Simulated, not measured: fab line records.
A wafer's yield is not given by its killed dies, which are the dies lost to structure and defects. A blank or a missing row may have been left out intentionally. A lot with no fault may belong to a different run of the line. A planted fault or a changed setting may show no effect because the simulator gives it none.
Which tool did it?	flow gf180mcu	Sampling: 13 lots, 39 wafers, 5 of 602 route steps

== WHAT EACH GAUGE READ, for each wafer ==
GF_M4_RS_MEAS_05: a four-point-probe measurement.
lot	measured	on	M4_ALCU_RS (ohm/sq)
L901	day 22 11:01	filmMetro-04	0.0691 0.0702 0.0704
L903	day 23 06:50	filmMetro-02	0.0692 0.0683 0.0686
L904	day 23 16:38	filmMetro-02	0.0707 0.0708 0.0705
L905	day 24 00:58	filmMetro-04	0.0707 0.0701 0.0697
L907	day 24 18:17	filmMetro-04	0.0706 0.0702 0.0698
L909	day 25 14:38	filmMetro-04	0.0701 0.0697 0.0698
L911	day 26 07:32	filmMetro-04	0.0679 0.0688 0.0693
L916	day 27 13:35	filmMetro-04	0.0694 0.0691 0.0695
L917	day 27 20:58	filmMetro-02	0.0685 0.0673 0.0683
L919	day 28 13:14	filmMetro-04	0.0692 0.0680 0.0677
L920	day 28 15:58	filmMetro-04	0.0687 0.0702 0.0690
L923	day 29 14:19	filmMetro-04	0.0687 0.0697 0.0683
L924	day 29 19:57	filmMetro-04	0.0695 0.0691 0.0684

GF_M4_CD_MEAS_14 targets a cd of 280 nm.
lot	measured	on	cdNm (nm)
L901	day 23 10:01	cdSem-01	280.1 280.1 280.2
L903	day 24 05:01	cdSem-02	281.6 280.1 281.7
L904	day 24 14:36	cdSem-01	282.4 281.0 281.6
L905	day 24 22:38	cdSem-02	276.6 276.9 277.3
L907	day 25 16:04	cdSem-01	280.0 281.1 281.4
L909	day 26 10:59	cdSem-02	281.7 281.5 281.0
L911	day 27 03:56	cdSem-02	281.3 280.4 280.3
L916	day 28 09:05	cdSem-02	278.8 279.4 277.8
L917	day 28 16:20	cdSem-01	280.4 281.7 281.0
L919	day 29 08:58	cdSem-02	280.7 280.6 280.9
L920	day 29 11:29	cdSem-02	281.3 279.7 280.5
L923	day 30 09:01	cdSem-01	279.0 279.0 279.0
L924	day 30 14:27	cdSem-01	279.7 279.7 280.2

GF_V4_BOW_MEAS_05.
lot	measured	on	V4_BOW (um)
L901	day 23 11:32	filmMetro-02	119 137 140
L903	day 24 06:26	filmMetro-03	159 153 143
L904	day 24 16:03	filmMetro-03	158 129 147
L905	day 25 00:02	filmMetro-02	161 150 160
L907	day 25 17:28	filmMetro-03	137 143 134
L909	day 26 12:22	filmMetro-03	133 135 134
L911	day 27 05:19	filmMetro-02	133 143 121
L916	day 28 10:39	filmMetro-03	137 149 137
L917	day 28 18:04	filmMetro-02	156 148 140
L919	day 29 10:24	filmMetro-03	125 128 128
L920	day 29 12:53	filmMetro-03	146 145 138
L923	day 30 10:25	filmMetro-02	139 134 136
L924	day 30 15:52	filmMetro-03	158 148 140

GF_V5_CD_MEAS_14 targets a cd of 260 nm.
lot	measured	on	cdNm (nm)
L901	day 27 04:19	cdSem-01	258.8 258.7 258.4
L903	day 27 23:09	cdSem-02	259.3 258.2 259.9
L904	day 28 07:18	cdSem-02	260.1 259.7 260.6
L905	day 28 13:26	cdSem-01	261.0 261.0 260.9
L907	day 29 05:34	cdSem-01	258.9 259.0 259.5
L909	day 29 22:44	cdSem-01	260.1 258.3 259.1
L911	day 30 13:26	cdSem-02	261.4 260.4 261.4
L916	day 31 16:55	cdSem-01	256.5 255.1 254.6
L917	day 31 22:54	cdSem-01	255.8 256.6 254.6
L919	day 32 13:36	cdSem-01	261.0 260.9 259.9
L920	day 32 16:22	cdSem-01	260.2 260.4 259.9
L923	day 33 10:49	cdSem-01	259.0 259.8 259.1
L924	day 33 15:09	cdSem-01	260.5 261.3 261.3

== TOOL THAT RAN EACH LOT (tool first, then ch and the chambers of the sampled wafers, then the start) ==
lot	GF_V5_EXPOSE_11
L901	krfScanner-01 ch 0, day 26 18:23
L903	krfScanner-02 ch 0, day 27 13:34
L904	krfScanner-02 ch 0, day 27 20:55
L905	krfScanner-02 ch 0, day 28 04:13
L907	krfScanner-02 ch 0, day 28 19:48
L909	krfScanner-02 ch 0, day 29 13:16
L911	krfScanner-02 ch 0, day 30 04:35
L916	krfScanner-02 ch 0, day 31 08:09
L917	krfScanner-02 ch 0, day 31 14:23
L919	krfScanner-01 ch 0, day 32 05:40
L920	krfScanner-01 ch 0, day 32 08:34
L923	krfScanner-01 ch 0, day 33 03:08
L924	krfScanner-01 ch 0, day 33 07:36
- GF_V5_EXPOSE_11: exposes mask Via5, target cd 260 nm.

== WHAT THE TOOLS THEMSELVES READ (means of the sampled wafers that have a number; where no wafer has one, the mark that the record gives instead) ==
GF_V5_EXPOSE_11.
lot	tool	exposureDoseMJCm2
L901	krfScanner-01	38.38
L903	krfScanner-02	38.45
L904	krfScanner-02	38.46
L905	krfScanner-02	38.46
L907	krfScanner-02	38.46
L909	krfScanner-02	38.44
L911	krfScanner-02	38.48
L916	krfScanner-02	37.45
L917	krfScanner-02	37.44
L919	krfScanner-01	38.37
L920	krfScanner-01	38.43
L923	krfScanner-01	38.39
L924	krfScanner-01	38.38

== THE ANSWER, worked out from the rows above alone ==
Rule: usual is defined by the lots themselves. The widest of any qualifying gaps counts: lots, ordered by their means at a reading, are off when they make up no more than a third of the lots, leave a main group of 4 or more, and stand apart from it by 3 or more times the standard deviation of that group's means. A main group whose means are all the same, to the digits that the tables above print for the reading, isn't used. A lot without any number at a reading at which 4 lots or more have one is off too. The other lots that the step has rows for count as sound. Order of review: gauges by route order, followed by the tools' own readings, for which a lot's mean as printed above is used. At the first step where some lot is off, the reading lying furthest off is the one used; lots without a number count as furthest.
Off at GF_V5_CD_MEAS_14 (cdNm): L916, L917. For the main group the mean is 259.9 nm and the standard deviation 0.86.
If a tool, at a process step before that reading, ran all the lots that are off and no sound lot after the first of them, it fits. The gauges at GF_V5_CD_MEAS_14 aren't tried: what is off there is off at GF_V5_EXPOSE_11 too, on other tools, and a gauge's error can't cause that. One candidate fits, namely krfScanner-02 at GF_V5_EXPOSE_11. A fault onset in the window from L911 (day 30 04:35, its last sound lot) to L916 (day 31 08:09, its first lot off) fits.
The tool's own readings at GF_V5_EXPOSE_11 bear it out: on the lots that are off they differ by more than 5 times the standard deviation of the sound lots' means. exposureDoseMJCm2 reads 37.45 there against 38.43 on the sound lots.

== WHAT THE SIMULATOR HAD INSERTED ==
Drift in process parameters on krfScanner-02 at GF_V5_EXPOSE_11, starting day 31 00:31. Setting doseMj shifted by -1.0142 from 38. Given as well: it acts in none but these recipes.
Struck lots among those shown: L916, L917. The rule above reached the same finding.
